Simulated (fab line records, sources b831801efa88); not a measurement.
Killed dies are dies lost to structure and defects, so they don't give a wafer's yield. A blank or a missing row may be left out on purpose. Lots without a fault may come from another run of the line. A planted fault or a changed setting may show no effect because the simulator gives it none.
A struck lot beside a sound one | flow sky130 | 43 steps out of a route of 708
Sound: wafers L565.2, L565.5, L565.6. Struck: wafers L574.2, L574.6. The cause comes at the end.
At each step with rows: each side's tool, then ch and its chambers, then its first start. Under that, the readings that differ: sound wafers | struck wafers | difference of the means | sigmas: that difference in standard deviations of wafers without a fault.
alike: readings whose means differ by less than 2 such deviations, and words and numbers that are the same on both sides. not compared: withheld readings, readings that some wafer has no value for, bounds like >300 that may hide the same value, and numbers for which the record gives no deviation and whose values overlap.
The two part at a step that has a row with sigmas, a row that says differs or no value, or rows on one side only. Numbers that don't overlap but have no deviation are shown without sigmas and don't part them. A reading that every wafer of one side lacks parts them only if that side has two wafers or more.

first, 4 steps without rows for these wafers: SKY_LDD_HVN_SOFTBAKE_03 (time 60 s); SKY_LDD_HVN_EXPOSE_04 (exposes mask HVNTM, target cd 700 nm); SKY_LDD_HVN_PEB_05; SKY_LDD_HVN_DEVELOP_06 (develop time 60 s).
SKY_LDD_HVN_OVL_MEAS_07:
  sound on overlay-02, day 21 23:40; struck on overlay-02, day 24 21:13
  alike: LDD_HVN_OVL
then, 1 step without rows for these wafers: SKY_LDD_HVN_IMPLANT_08.
SKY_LDD_HVN_STRIP_09: strips in O2/N2.
  sound on plasma_asher-01 ch 0,1, day 21 23:50; struck on plasma_asher-01 ch 1, day 24 21:24
  alike: drypump_motor_current_A, o2_flow_sccm, oes_product_au, strip_time_to_endpoint_s
  not compared: rf_hours_counter_h
SKY_LDD_HVN_TW_MEAS_10:
  sound on film_metro-02, day 21 23:57; struck on film_metro-01, day 24 21:31
  alike: LDD_HVN_TW
then, 4 steps without rows for these wafers: SKY_LDD_HVP_DEHYDRATE_00 (time 60 s); SKY_LDD_HVP_HMDS_01 (prime time 60 s); SKY_LDD_HVP_COAT_02 (resist thk 300 nm); SKY_LDD_HVP_SOFTBAKE_03 (time 60 s).
SKY_LDD_HVP_EXPOSE_04: exposes mask HVPTM, target cd 700 nm.
  sound on iline_stepper-01 ch 0, day 22 15:58; struck on iline_stepper-02 ch 0, day 25 12:25
  alike: mask, exposure_dose_mJ_cm2
then, 2 steps without rows for these wafers: SKY_LDD_HVP_PEB_05; SKY_LDD_HVP_DEVELOP_06 (develop time 60 s).
SKY_LDD_HVP_OVL_MEAS_07:
  sound on overlay-02, day 23 06:02; struck on overlay-01, day 26 02:08
  alike: LDD_HVP_OVL
then, 1 step without rows for these wafers: SKY_LDD_HVP_IMPLANT_08.
SKY_LDD_HVP_STRIP_09: strips in O2/N2.
  sound on plasma_asher-03 ch 0,1, day 23 06:13; struck on plasma_asher-02 ch 0, day 26 02:19
  alike: drypump_motor_current_A, o2_flow_sccm, oes_product_au, strip_time_to_endpoint_s
  not compared: rf_hours_counter_h
SKY_LDD_HVP_TW_MEAS_10:
  sound on film_metro-04, day 23 06:20; struck on film_metro-01, day 26 02:26
  alike: LDD_HVP_TW
then, 7 steps without rows for these wafers: SKY_LDD_LDN_DEHYDRATE_00 (time 60 s); SKY_LDD_LDN_HMDS_01 (prime time 60 s); SKY_LDD_LDN_COAT_02 (resist thk 1140 nm); SKY_LDD_LDN_SOFTBAKE_03 (time 60 s); SKY_LDD_LDN_EXPOSE_04 (exposes mask LDNTM, target cd 700 nm); SKY_LDD_LDN_PEB_05; SKY_LDD_LDN_DEVELOP_06 (develop time 60 s).
SKY_LDD_LDN_OVL_MEAS_07:
  sound on overlay-01, day 24 11:47; struck on overlay-02, day 27 07:19
  reading          | sound       | struck    | difference | sigmas
  LDD_LDN_OVL (nm) | 1.6 1.6 0.4 | -3.2 -0.5 | -3.1       | -2
then, 4 steps without rows for these wafers: SKY_LDD_LDN_IMPLANT_08; SKY_LDD_LDN_IMPLANT_09; SKY_LDD_LDN_IMPLANT_10; SKY_LDD_LDN_IMPLANT_11.
SKY_LDD_LDN_STRIP_12: strips in O2/N2.
  sound on plasma_asher-01 ch 0,1, day 24 12:25; struck on plasma_asher-04 ch 0, day 27 07:57
  alike: drypump_motor_current_A, o2_flow_sccm, oes_product_au, strip_time_to_endpoint_s
  not compared: rf_hours_counter_h
SKY_LDD_LDN_TW_MEAS_13:
  sound on film_metro-02, day 24 12:32; struck on film_metro-04, day 27 08:04
  alike: LDD_LDN_TW
then, 2 steps without rows for these wafers: SKY_LDD_LDN_CLEAN_14 (cleans in SC1/SC2, time 150 s); SKY_SPACER_CVD_00 (deposits Si3N4 from DCS/NH3, target thk 43.1 nm, time 740 s).
SKY_SPACER_THK_MEAS_01:
  sound on film_metro-02, day 24 13:51; struck on film_metro-04, day 27 09:46
  alike: SPACER_CVD_00_THK
SKY_SPACER_ETCHBACK_02: etches Si3N4 in CH3F/O2, stops on SiO2, time 46.7 s, target depth 45 nm.
  sound on rie_diel-03 ch 1,2, day 24 13:54; struck on rie_diel-03 ch 3, day 27 09:49
  reading                     | sound       | struck  | difference | sigmas
  drypump_motor_current_A (A) | 4.8 5.7 4.8 | 6.4 6.4 | +1.3       | +2
  alike: bias_w, oes_product_au, throttle_valve_pct
  not compared: rf_hours_counter_h
then, 5 steps without rows for these wafers: SKY_POLY_CUT_DEHYDRATE_00 (time 60 s); SKY_POLY_CUT_HMDS_01 (prime time 60 s); SKY_POLY_CUT_COAT_02 (resist thk 60 nm); SKY_POLY_CUT_COAT_03 (resist thk 450 nm); SKY_POLY_CUT_SOFTBAKE_04 (time 90 s).
-- the record jumps here: 21 days lie between the struck wafers' starts before and after (it left off in module POLY_CUT and takes up again in module PAD_OPEN, whose first step shown is number 708 of the route) --
SKY_PAD_OPEN_PROBE_99:
  the record has rows for the struck wafers here (prober-01, day 48 17:53) and none for the sound ones

WHERE THEY PART
First at SKY_LDD_LDN_OVL_MEAS_07; last, within this record, at SKY_PAD_OPEN_PROBE_99.

WHY: what the simulator had put in
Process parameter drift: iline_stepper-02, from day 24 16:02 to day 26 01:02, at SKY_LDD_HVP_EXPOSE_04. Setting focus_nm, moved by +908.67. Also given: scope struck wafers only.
